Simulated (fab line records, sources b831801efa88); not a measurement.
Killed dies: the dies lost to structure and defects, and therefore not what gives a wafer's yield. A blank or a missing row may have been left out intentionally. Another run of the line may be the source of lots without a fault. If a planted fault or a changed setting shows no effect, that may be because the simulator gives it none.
fab line records + flow sky130
record:
- lots: 7
- wafers: 21
- lastDay: 50
route steps=708 shown POLY_CUT@318 SD_P@320 RES_XHIGH@332 SD_N@342
lots untouched by any fault: they come from a run of this same line in which no faults occurred
startH: hours from the record's opening day to when the first of the lot's shown wafers began + waitH: hours from the lot's prior step to this one + " the same as in the row above + L1.1+2: a single row standing in for several wafers + - either no value or no given start + * or withheld: withheld + < > ~ a bound
route shown NAME@n: NAME is a module with steps in the file, n the number in the route of the first one + usual: the fault-free wafers' mean and standard deviation + same: alike in all rows + chamber/n: place in a boat + sites: per-site readings + _std_site: standard deviation across them + _edge_site: outer sites' mean less inner sites' + radiusMm: for every site, how far away it sits from the centre of the wafer + mask NAME#n: copy n + behind: the tool/chamber that last shaped the wafer + hold: why the lot went on hold/how many hours it stayed there/how the hold came to an end + device: names the non-switching transistor (n, p or np) + end of line: tests run on the same wafers once the route is complete + where a step has no rows: the recipe by itself + killed: not the wafer's yield, but the dies lost to structure and defects at the first sort + map: per-die view of a wafer (x killed, . not killed, _ where there is no die)
set.NAME: the run value of the setting; set.NAME@STEP: its run value at that earlier step + model.NAME: the simulator's own value behind a step, which no gauge read
certain route steps with their lots: each step a table, each wafer a row
services: when a tool's chamber went out of use (startH, in hours from the record's first day, below 0 if earlier), for how many hours, and the reason
== steps ==
step: SKY_POLY_CUT_ETCH_11
recipe:
- target: Si3N4
- chemistry: CF4/CH2F2/Ar
- stopOn: poly-Si
- sourceW: 600
- biasW: 150
- pressureMtorr: 40
- cf4FlowSccm: 40
- ch2f2FlowSccm: 20
- Ar_flow_sccm: 150
- timeS: 42.5
- targetDepthA: 600
usual:
- drypumpMotorCurrentA: 5.6/0.45
- oesProductAu: 0.827/0.0062
- rfFwdPowerW: 592.7/2.8
- throttleValvePct: 14.994/0.0092
same:
- timeS: 42.5
| lot.wafer | tool       | chamber | startH | waitH | drypumpMotorCurrentA | oesProductAu | rfFwdPowerW | rfHoursCounterH | throttleValvePct |
|-----------|------------|---------|--------|-------|----------------------|--------------|-------------|-----------------|------------------|
| L239.3    | rieDiel-04 | 3       | 599.91 | 0.0   | 6.0                  | 0.835        | 590.0       | 72              | 14.994           |
| L239.5    | "          | 1       | "      | "     | 5.8                  | 0.826        | 593.7       | -               | 15.007           |
| L239.6    | "          | 3       | "      | "     | 6.0                  | 0.831        | 593.0       | -               | 15.024           |
| L240.1    | rieDiel-03 | 3       | 606.49 | 0.0   | 6.5                  | 0.836        | 595.1       | 11              | 14.987           |
| L240.2    | "          | 0       | "      | "     | 5.7                  | 0.822        | 591.9       | 19              | 14.992           |
| L240.6    | "          | 1       | "      | "     | 5.0                  | 0.828        | 596.3       | -               | 14.983           |
| L241.1    | rieDiel-03 | 1       | 636.72 | 0.0   | 5.0                  | 0.817        | 595.6       | 11              | 15.009           |
| L241.2    | "          | 0       | "      | "     | 5.7                  | 0.829        | 589.6       | 20              | 14.994           |
| L241.4    | "          | 3       | "      | "     | 6.5                  | 0.827        | 590.8       | 11              | 14.998           |
| L249.2    | rieDiel-04 | 2       | 686.50 | 0.0   | 5.3                  | 0.840        | 595.4       | 2               | 14.992           |
| L249.3    | "          | 1       | "      | "     | 5.7                  | 0.829        | 592.1       | 0               | 14.989           |
| L249.5    | "          | 3       | "      | "     | 6.0                  | 0.828        | 591.9       | -               | 14.989           |
| L253.3    | rieDiel-03 | 2       | 714.09 | 0.0   | 5.4                  | 0.824        | 594.9       | 8               | 14.994           |
| L253.4    | "          | 3       | "      | "     | 6.5                  | 0.820        | 595.2       | -               | 14.990           |
| L253.5    | "          | 2       | "      | "     | 5.4                  | 0.822        | 595.3       | -               | 15.002           |
| L256.1    | rieDiel-03 | 0       | 746.19 | 0.0   | 5.7                  | 0.821        | 588.0       | 22              | 15.000           |
| L256.4    | "          | 1       | "      | "     | 5.0                  | 0.820        | 596.0       | 14              | 14.991           |
| L256.6    | "          | 0       | "      | "     | 5.7                  | 0.826        | 589.1       | -               | 14.990           |
| L257.4    | rieDiel-03 | 2       | 749.27 | 0.0   | 5.4                  | 0.827        | 597.1       | 9               | 14.981           |
| L257.5    | "          | 0       | "      | "     | 5.7                  | 0.820        | 588.4       | -               | 14.999           |
| L257.6    | "          | 3       | "      | "     | 6.5                  | 0.822        | 592.7       | -               | 14.993           |
step: SKY_POLY_CUT_STRIP_12
recipe:
- chemistry: O2/N2
- powerW: 1400
- pressureMtorr: 1500
- platenTempC: withheld
- o2FlowSccm: 3000
- n2FlowSccm: 300
- overashFraction: 0.5
usual:
- chamberPressureMTorr: 1500.2/1.2
- drypumpMotorCurrentA: 6.0/0.46
- oesProductAu: 0.452/0.0047
- stripTimeToEndpointS: 5.357/0.018
| lot.wafer | tool           | chamber | startH | waitH | chamberPressureMTorr | drypumpMotorCurrentA | oesProductAu | rfHoursCounterH | stripTimeToEndpointS |
|-----------|----------------|---------|--------|-------|----------------------|----------------------|--------------|-----------------|----------------------|
| L239.3    | plasmaAsher-04 | 0       | 599.98 | 0.1   | 1501.1               | 6.2                  | 0.462        | -               | 5.388                |
| L239.5    | "              | 1       | "      | "     | 1499.4               | 6.7                  | 0.452        | -               | 5.394                |
| L239.6    | "              | 0       | "      | "     | 1498.4               | 6.3                  | 0.459        | -               | 5.390                |
| L240.1    | plasmaAsher-01 | 0       | 606.53 | 0.0   | 1499.3               | 5.5                  | 0.448        | 50              | 5.330                |
| L240.2    | "              | 1       | "      | "     | 1499.9               | 6.1                  | 0.441        | 50              | 5.321                |
| L240.6    | "              | 1       | "      | "     | 1498.4               | 6.1                  | 0.454        | -               | 5.344                |
| L241.1    | plasmaAsher-01 | 1       | 636.76 | 0.0   | 1500.3               | 6.1                  | 0.451        | 54              | 5.375                |
| L241.2    | "              | 0       | "      | "     | 1499.7               | 5.5                  | 0.452        | 54              | 5.359                |
| L241.4    | "              | 0       | "      | "     | 1500.3               | 5.5                  | 0.447        | -               | 5.370                |
| L249.2    | plasmaAsher-04 | 1       | 686.54 | 0.0   | 1500.3               | 6.7                  | 0.447        | 101             | 5.358                |
| L249.3    | "              | 1       | "      | "     | 1499.6               | 6.7                  | 0.452        | -               | 5.382                |
| L249.5    | "              | 0       | "      | "     | 1496.8               | 6.2                  | 0.449        | -               | 5.392                |
| L253.3    | plasmaAsher-01 | 0       | 714.16 | 0.1   | 1500.8               | 5.5                  | 0.455        | -               | 5.361                |
| L253.4    | "              | 1       | "      | "     | 1498.7               | 6.1                  | 0.446        | -               | 5.360                |
| L253.5    | "              | 1       | "      | "     | 1500.6               | 6.1                  | 0.466        | -               | 5.346                |
| L256.1    | plasmaAsher-04 | 1       | 746.23 | 0.0   | 1501.1               | 6.7                  | 0.453        | 0               | 5.346                |
| L256.4    | "              | 0       | "      | "     | 1500.1               | 6.2                  | 0.453        | -               | 5.366                |
| L256.6    | "              | 1       | "      | "     | 1498.9               | 6.7                  | 0.450        | -               | 5.337                |
| L257.4    | plasmaAsher-03 | 0       | 749.35 | 0.1   | 1503.0               | 5.2                  | 0.451        | -               | 5.336                |
| L257.5    | "              | 0       | "      | "     | 1499.9               | 5.2                  | 0.457        | -               | 5.357                |
| L257.6    | "              | 1       | "      | "     | 1500.6               | 6.3                  | 0.451        | -               | 5.340                |
step: SKY_SD_P_DEHYDRATE_00
recipe:
- tempC: 200
- timeS: 60
step: SKY_SD_P_HMDS_01
recipe:
- primeTimeS: 60
- primeTempC: 120
step: SKY_SD_P_COAT_02
recipe:
- resist: NOVOLAK
- spinRpm: 3000
- resistThkNm: 1140
step: SKY_SD_P_SOFTBAKE_03
recipe:
- tempC: 90
- timeS: 60
- resist: NOVOLAK
step: SKY_SD_P_EXPOSE_04
recipe:
- maskId: PSDM
- na: 0.6
- sourceShape: conventional
- sigmaOuter: 0.6
- polarization: unpolarized
- targetCdNm: 380
- doseMj: 138
step: SKY_SD_P_PEB_05
recipe:
- tempC: withheld
- timeS: *
- resist: NOVOLAK
step: SKY_SD_P_DEVELOP_06
recipe:
- resist: NOVOLAK
- developer: TMAH
- developTimeS: 60
- devTempC: 23
step: SKY_SD_P_CD_MEAS_07
recipe:
- targetCdNm: 380
usual:
- cdNm: 380.9/1.8
| lot.wafer | tool     | chamber | startH | waitH | cdNm  |
|-----------|----------|---------|--------|-------|-------|
| L239.3    | cdSem-01 | -       | 628.88 | 0.1   | 383.2 |
| L239.5    | "        | -       | "      | "     | 383.5 |
| L239.6    | "        | -       | "      | "     | 383.3 |
| L240.1    | cdSem-01 | -       | 634.39 | 0.1   | 380.2 |
| L240.2    | "        | -       | "      | "     | 380.0 |
| L240.6    | "        | -       | "      | "     | 380.2 |
| L241.1    | cdSem-02 | -       | 665.74 | 0.1   | 381.6 |
| L241.2    | "        | -       | "      | "     | 377.9 |
| L241.4    | "        | -       | "      | "     | 380.4 |
| L249.2    | cdSem-02 | -       | 714.21 | 0.1   | 383.2 |
| L249.3    | "        | -       | "      | "     | 381.5 |
| L249.5    | "        | -       | "      | "     | 382.3 |
| L253.3    | cdSem-01 | -       | 740.33 | 0.1   | 381.8 |
| L253.4    | "        | -       | "      | "     | 384.1 |
| L253.5    | "        | -       | "      | "     | 379.6 |
| L256.1    | cdSem-01 | -       | 772.14 | 0.1   | 379.6 |
| L256.4    | "        | -       | "      | "     | 380.1 |
| L256.6    | "        | -       | "      | "     | 379.8 |
| L257.4    | cdSem-01 | -       | 776.70 | 0.1   | 382.0 |
| L257.5    | "        | -       | "      | "     | 379.5 |
| L257.6    | "        | -       | "      | "     | 379.0 |
step: SKY_SD_P_OVL_MEAS_08
usual:
- SD_P_OVL: 0.2/1.1
| lot.wafer | tool       | chamber | startH | waitH | SD_P_OVL[nm] |
|-----------|------------|---------|--------|-------|--------------|
| L239.3    | overlay-02 | -       | 628.97 | 0.1   | -0.9         |
| L239.5    | "          | -       | "      | "     | -0.7         |
| L239.6    | "          | -       | "      | "     | 1.8          |
| L240.1    | overlay-02 | -       | 634.51 | 0.1   | 0.8          |
| L240.2    | "          | -       | "      | "     | 1.0          |
| L240.6    | "          | -       | "      | "     | -0.2         |
| L241.1    | overlay-02 | -       | 665.86 | 0.1   | 1.6          |
| L241.2    | "          | -       | "      | "     | 0.4          |
| L241.4    | "          | -       | "      | "     | 1.1          |
| L249.2    | overlay-02 | -       | 714.31 | 0.1   | 0.0          |
| L249.3    | "          | -       | "      | "     | 1.2          |
| L249.5    | "          | -       | "      | "     | -0.6         |
| L253.3    | overlay-02 | -       | 740.42 | 0.1   | -1.3         |
| L253.4    | "          | -       | "      | "     | -0.9         |
| L253.5    | "          | -       | "      | "     | 0.5          |
| L256.1    | overlay-02 | -       | 772.26 | 0.1   | 1.8          |
| L256.4    | "          | -       | "      | "     | -0.7         |
| L256.6    | "          | -       | "      | "     | 1.1          |
| L257.4    | overlay-01 | -       | 776.77 | 0.1   | -0.6         |
| L257.5    | "          | -       | "      | "     | 0.4          |
| L257.6    | "          | -       | "      | "     | 0.1          |
step: SKY_SD_P_IMPLANT_09
recipe:
- species: BF2
- energyKev: 20
- doseCm2: 3e+15
- tiltDeg: 0
step: SKY_SD_P_STRIP_10
recipe:
- chemistry: O2/N2
- powerW: 1400
- pressureMtorr: 1500
- platenTempC: withheld
- o2FlowSccm: 3000
- n2FlowSccm: 300
- overashFraction: 0.5
usual:
- chamberPressureMTorr: 1500.1/1.5
- drypumpMotorCurrentA: 6.0/0.4
- oesProductAu: 0.618/0.0048
- stripTimeToEndpointS: 17.49/0.036
| lot.wafer | tool           | chamber | startH | waitH | chamberPressureMTorr | drypumpMotorCurrentA | oesProductAu | rfHoursCounterH | stripTimeToEndpointS | model.NOVOLAK_of_SD_P_COAT_02.thkNm |
|-----------|----------------|---------|--------|-------|----------------------|----------------------|--------------|-----------------|----------------------|-------------------------------------|
| L239.3    | plasmaAsher-01 | 0       | 629.18 | 0.1   | -                    | -                    | -            | -               | -                    | 1140                                |
| L239.5    | "              | 0       | "      | "     | -                    | -                    | -            | -               | -                    | 1139                                |
| L239.6    | "              | 1       | "      | "     | -                    | -                    | -            | -               | -                    | 1136                                |
| L240.1    | plasmaAsher-01 | 0       | 634.69 | 0.1   | -                    | -                    | -            | -               | -                    | 1140                                |
| L240.2    | "              | 1       | "      | "     | -                    | -                    | -            | -               | -                    | 1141                                |
| L240.6    | "              | 0       | "      | "     | -                    | -                    | -            | -               | -                    | 1138                                |
| L241.1    | plasmaAsher-04 | 1       | 666.04 | 0.1   | -                    | -                    | -            | -               | -                    | 1141                                |
| L241.2    | "              | 0       | "      | "     | -                    | -                    | -            | -               | -                    | 1137                                |
| L241.4    | "              | 0       | "      | "     | -                    | -                    | -            | -               | -                    | 1139                                |
| L249.2    | plasmaAsher-01 | 1       | 714.49 | 0.1   | 1498.4               | 6.2                  | 0.613        | 61              | 17.47                | 0                                   |
| L249.3    | "              | 0       | "      | "     | 1502.0               | 5.5                  | 0.611        | -               | 17.48                | 0                                   |
| L249.5    | "              | 0       | "      | "     | 1499.6               | 5.5                  | 0.622        | -               | 17.43                | 0                                   |
| L253.3    | plasmaAsher-01 | 0       | 740.63 | 0.1   | 1499.0               | 5.5                  | 0.614        | -               | 17.46                | 0                                   |
| L253.4    | "              | 1       | "      | "     | 1501.5               | 6.1                  | 0.621        | -               | 17.48                | 0                                   |
| L253.5    | "              | 0       | "      | "     | 1499.5               | 5.5                  | 0.613        | -               | 17.44                | 0                                   |
| L256.1    | plasmaAsher-02 | 1       | 772.44 | 0.1   | 1501.1               | 5.9                  | 0.618        | 34              | 17.60                | 0                                   |
| L256.4    | "              | 1       | "      | "     | 1498.3               | 5.9                  | 0.620        | -               | 17.57                | 0                                   |
| L256.6    | "              | 1       | "      | "     | 1499.2               | 5.9                  | 0.613        | -               | 17.55                | 0                                   |
| L257.4    | plasmaAsher-01 | 0       | 776.98 | 0.1   | 1501.0               | 5.5                  | 0.616        | -               | 17.47                | 0                                   |
| L257.5    | "              | 1       | "      | "     | 1498.6               | 6.1                  | 0.620        | -               | 17.48                | 0                                   |
| L257.6    | "              | 0       | "      | "     | 1503.6               | 5.5                  | 0.614        | -               | 17.47                | 0                                   |
step: SKY_SD_P_TW_MEAS_11
usual:
- SD_P_TW: 2823/18
| lot.wafer | tool         | chamber | startH | waitH | SD_P_TW |
|-----------|--------------|---------|--------|-------|---------|
| L239.3    | filmMetro-01 | -       | 629.26 | 0.1   | 2833    |
| L239.5    | "            | -       | "      | "     | 2827    |
| L239.6    | "            | -       | "      | "     | 2837    |
| L240.1    | filmMetro-02 | -       | 634.79 | 0.1   | 2803    |
| L240.2    | "            | -       | "      | "     | 2791    |
| L240.6    | "            | -       | "      | "     | 2806    |
| L241.1    | filmMetro-02 | -       | 666.14 | 0.1   | 2804    |
| L241.2    | "            | -       | "      | "     | 2809    |
| L241.4    | "            | -       | "      | "     | 2814    |
| L249.2    | filmMetro-03 | -       | 714.60 | 0.1   | 2815    |
| L249.3    | "            | -       | "      | "     | 2838    |
| L249.5    | "            | -       | "      | "     | 2827    |
| L253.3    | filmMetro-02 | -       | 740.73 | 0.1   | 2802    |
| L253.4    | "            | -       | "      | "     | 2796    |
| L253.5    | "            | -       | "      | "     | 2800    |
| L256.1    | filmMetro-01 | -       | 772.54 | 0.1   | 2849    |
| L256.4    | "            | -       | "      | "     | 2840    |
| L256.6    | "            | -       | "      | "     | 2854    |
| L257.4    | filmMetro-02 | -       | 777.07 | 0.1   | 2821    |
| L257.5    | "            | -       | "      | "     | 2819    |
| L257.6    | "            | -       | "      | "     | 2803    |
step: SKY_RES_XHIGH_DEHYDRATE_00
recipe:
- tempC: 200
- timeS: 60
step: SKY_RES_XHIGH_HMDS_01
recipe:
- primeTimeS: 60
- primeTempC: 120
step: SKY_RES_XHIGH_COAT_02
recipe:
- resist: NOVOLAK
- spinRpm: 3000
- resistThkNm: 1140
step: SKY_RES_XHIGH_SOFTBAKE_03
recipe:
- tempC: 90
- timeS: 60
- resist: NOVOLAK
step: SKY_RES_XHIGH_EXPOSE_04
recipe:
- maskId: URPM
- na: 0.6
- sourceShape: conventional
- sigmaOuter: 0.6
- polarization: unpolarized
- targetCdNm: 1270
- doseMj: 140
step: SKY_RES_XHIGH_PEB_05
recipe:
- tempC: withheld
- timeS: *
- resist: NOVOLAK
step: SKY_RES_XHIGH_DEVELOP_06
recipe:
- resist: NOVOLAK
- developer: TMAH
- developTimeS: 60
- devTempC: 23
step: SKY_RES_XHIGH_IMPLANT_07
recipe:
- species: BF2
- energyKev: 20
- doseCm2: 3.6e+14
- tiltDeg: 0
step: SKY_RES_XHIGH_STRIP_08
recipe:
- chemistry: O2/N2
- powerW: 1400
- pressureMtorr: 1500
- platenTempC: withheld
- o2FlowSccm: 3000
- n2FlowSccm: 300
- overashFraction: 0.5
usual:
- chamberPressureMTorr: 1499.9/1.4
- drypumpMotorCurrentA: 5.9/0.42
- oesProductAu: 0.711/0.0046
- stripTimeToEndpointS: 14.27/0.043
| lot.wafer | tool           | chamber | startH | waitH | chamberPressureMTorr | drypumpMotorCurrentA | oesProductAu | rfHoursCounterH | stripTimeToEndpointS |
|-----------|----------------|---------|--------|-------|----------------------|----------------------|--------------|-----------------|----------------------|
| L239.3    | plasmaAsher-02 | 0       | 658.11 | 0.1   | 1497.8               | 5.5                  | 0.717        | -               | 31.30                |
| L239.5    | "              | 0       | "      | "     | 1497.8               | 5.5                  | 0.719        | -               | 31.26                |
| L239.6    | "              | 1       | "      | "     | 1500.7               | 5.9                  | 0.719        | -               | 31.25                |
| L240.1    | plasmaAsher-04 | 1       | 663.34 | 0.1   | 1501.0               | 6.7                  | 0.714        | 99              | 31.24                |
| L240.2    | "              | 0       | "      | "     | 1500.1               | 6.2                  | 0.717        | 99              | 31.29                |
| L240.6    | "              | 1       | "      | "     | 1500.7               | 6.7                  | 0.721        | -               | 31.26                |
| L241.1    | plasmaAsher-02 | 0       | 693.98 | 0.1   | 1498.1               | 5.6                  | 0.725        | 26              | 31.34                |
| L241.2    | "              | 1       | "      | "     | 1498.5               | 5.8                  | 0.729        | 26              | 31.29                |
| L241.4    | "              | 0       | "      | "     | 1501.0               | 5.6                  | 0.714        | -               | 31.31                |
| L249.2    | plasmaAsher-02 | 0       | 741.08 | 0.1   | 1499.6               | 5.6                  | 0.712        | 31              | 14.32                |
| L249.3    | "              | 0       | "      | "     | 1502.2               | 5.6                  | 0.705        | -               | 14.34                |
| L249.5    | "              | 1       | "      | "     | 1499.7               | 5.9                  | 0.714        | -               | 14.32                |
| L253.3    | plasmaAsher-03 | 0       | 767.66 | 0.1   | 1502.0               | 5.2                  | 0.712        | -               | 14.27                |
| L253.4    | "              | 1       | "      | "     | 1497.3               | 6.3                  | 0.712        | -               | 14.27                |
| L253.5    | "              | 1       | "      | "     | 1499.0               | 6.3                  | 0.709        | -               | 14.28                |
| L256.1    | plasmaAsher-04 | 0       | 799.08 | 0.1   | 1500.2               | 6.2                  | 0.714        | 5               | 14.35                |
| L256.4    | "              | 0       | "      | "     | 1499.7               | 6.2                  | 0.705        | -               | 14.29                |
| L256.6    | "              | 1       | "      | "     | 1502.7               | 6.7                  | 0.711        | -               | 14.35                |
| L257.4    | plasmaAsher-02 | 0       | 803.46 | 0.1   | 1499.4               | 5.6                  | 0.708        | -               | 14.35                |
| L257.5    | "              | 1       | "      | "     | 1501.1               | 5.8                  | 0.707        | -               | 14.30                |
| L257.6    | "              | 0       | "      | "     | 1499.8               | 5.6                  | 0.709        | -               | 14.32                |
step: SKY_RES_XHIGH_TW_MEAS_09
usual:
- RES_XHIGH_TW: 1639/11
| lot.wafer | tool         | chamber | startH | waitH | RES_XHIGH_TW |
|-----------|--------------|---------|--------|-------|--------------|
| L239.3    | filmMetro-01 | -       | 658.19 | 0.1   | 30           |
| L239.5    | "            | -       | "      | "     | 30           |
| L239.6    | "            | -       | "      | "     | 30           |
| L240.1    | filmMetro-03 | -       | 663.44 | 0.1   | 30           |
| L240.2    | "            | -       | "      | "     | 30           |
| L240.6    | "            | -       | "      | "     | 30           |
| L241.1    | filmMetro-01 | -       | 694.08 | 0.1   | 30           |
| L241.2    | "            | -       | "      | "     | 30           |
| L241.4    | "            | -       | "      | "     | 30           |
| L249.2    | filmMetro-02 | -       | 741.19 | 0.1   | 1633         |
| L249.3    | "            | -       | "      | "     | 1624         |
| L249.5    | "            | -       | "      | "     | 1631         |
| L253.3    | filmMetro-03 | -       | 767.75 | 0.1   | 1640         |
| L253.4    | "            | -       | "      | "     | 1637         |
| L253.5    | "            | -       | "      | "     | 1640         |
| L256.1    | filmMetro-02 | -       | 799.18 | 0.1   | 1630         |
| L256.4    | "            | -       | "      | "     | 1634         |
| L256.6    | "            | -       | "      | "     | 1629         |
| L257.4    | filmMetro-01 | -       | 803.56 | 0.1   | 1646         |
| L257.5    | "            | -       | "      | "     | 1649         |
| L257.6    | "            | -       | "      | "     | 1655         |
step: SKY_SD_N_DEHYDRATE_00
recipe:
- tempC: 200
- timeS: 60
== services ==
| tool           | chamber | startH | hours | kind          |
|----------------|---------|--------|-------|---------------|
| rieDiel-04     | 2       | 585.32 | -     | clean         |
| rieDiel-04     | 2       | 585.32 | 22.2  | scheduledDown |
| rieDiel-04     | 2       | 585.32 | 22.2  | ventCycle     |
| plasmaAsher-04 | -       | 604.98 | 2.0   | repair        |
| rieDiel-04     | 3       | 610.07 | 2.8   | repair        |
| rieDiel-04     | 3       | 612.82 | -     | clean         |
| rieDiel-04     | 3       | 612.82 | 23.7  | scheduledDown |
| rieDiel-04     | 3       | 612.82 | 23.7  | ventCycle     |
| plasmaAsher-03 | -       | 624.33 | 12.8  | repair        |
| rieDiel-04     | 2       | 634.58 | 2.7   | repair        |
| rieDiel-04     | -       | 639.05 | 7.0   | repair        |
| rieDiel-04     | 1       | 646.02 | -     | clean         |
| rieDiel-04     | 1       | 646.02 | 32.2  | scheduledDown |
| plasmaAsher-01 | -       | 652.71 | 3.1   | repair        |
| rieDiel-03     | 0       | 663.81 | 8.6   | repair        |
| rieDiel-03     | 0       | 710.45 | 5.0   | repair        |
| plasmaAsher-04 | -       | 733.75 | 9.0   | pm            |
| plasmaAsher-04 | 0       | 733.75 | 9.0   | ventCycle     |
| plasmaAsher-04 | 1       | 733.75 | 9.0   | ventCycle     |
| plasmaAsher-04 | 0       | 742.75 | -     | clean         |
| plasmaAsher-04 | 1       | 742.75 | -     | clean         |
| plasmaAsher-04 | -       | 747.05 | 6.3   | pm            |
| rieDiel-04     | 2       | 755.38 | 4.5   | repair        |
| rieDiel-04     | -       | 794.53 | 0.4   | repair        |
== key ==
firstSign:
- step: SKY_SD_P_STRIP_10
- reading: toolRecord
- direction: missing
effect:
- step: SKY_RES_XHIGH_STRIP_08
- reading: stripTimeToEndpointS
- direction: up
- sigmas: 99+
- usual: *
- struck: *
effect:
- step: SKY_RES_XHIGH_TW_MEAS_09
- reading: RES_XHIGH_TW
- direction: down
- sigmas: 99+
- usual: 1639
- struck: 30
modelEffect:
- step: SKY_SD_P_STRIP_10
- value: NOVOLAK_of_SD_P_COAT_02.thkNm
- without: 0
- struck: 1139
modelEffect:
- step: SKY_PAD_OPEN_PROBE_99
- value: etest.resXhighPo.open
- without: 0
- struck: 1
metAt SKY_SD_P_STRIP_10
struckWafers L239.3,L239.5,L239.6,L240.1,L240.2,L240.6,L241.1,L241.2,L241.4
sortLeftOut L239.3,L239.5,L239.6,L240.1,L240.2,L240.6,L241.1,L241.2,L241.4
testerLeftOut L239,L240,L241
fault:
- kind: skippedStepWhole
- tool: plasmaAsher-01,plasmaAsher-04
- chamber: -
- onsetH: 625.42
- steps: SKY_SD_P_STRIP_10
- scope: struckLotsOnly
testerLeftOut: of these lots the tester's yield and bins aren't shown, on N5 and GAA mostly nor the transistor test; their killed dies are dies lost to structure and defects alone, not to doping, threshold or leakage, so they don't give the yield
sortLeftOut: the simulated sort isn't trusted on such a fault, so these wafers' sort isn't shown, and their yield isn't known
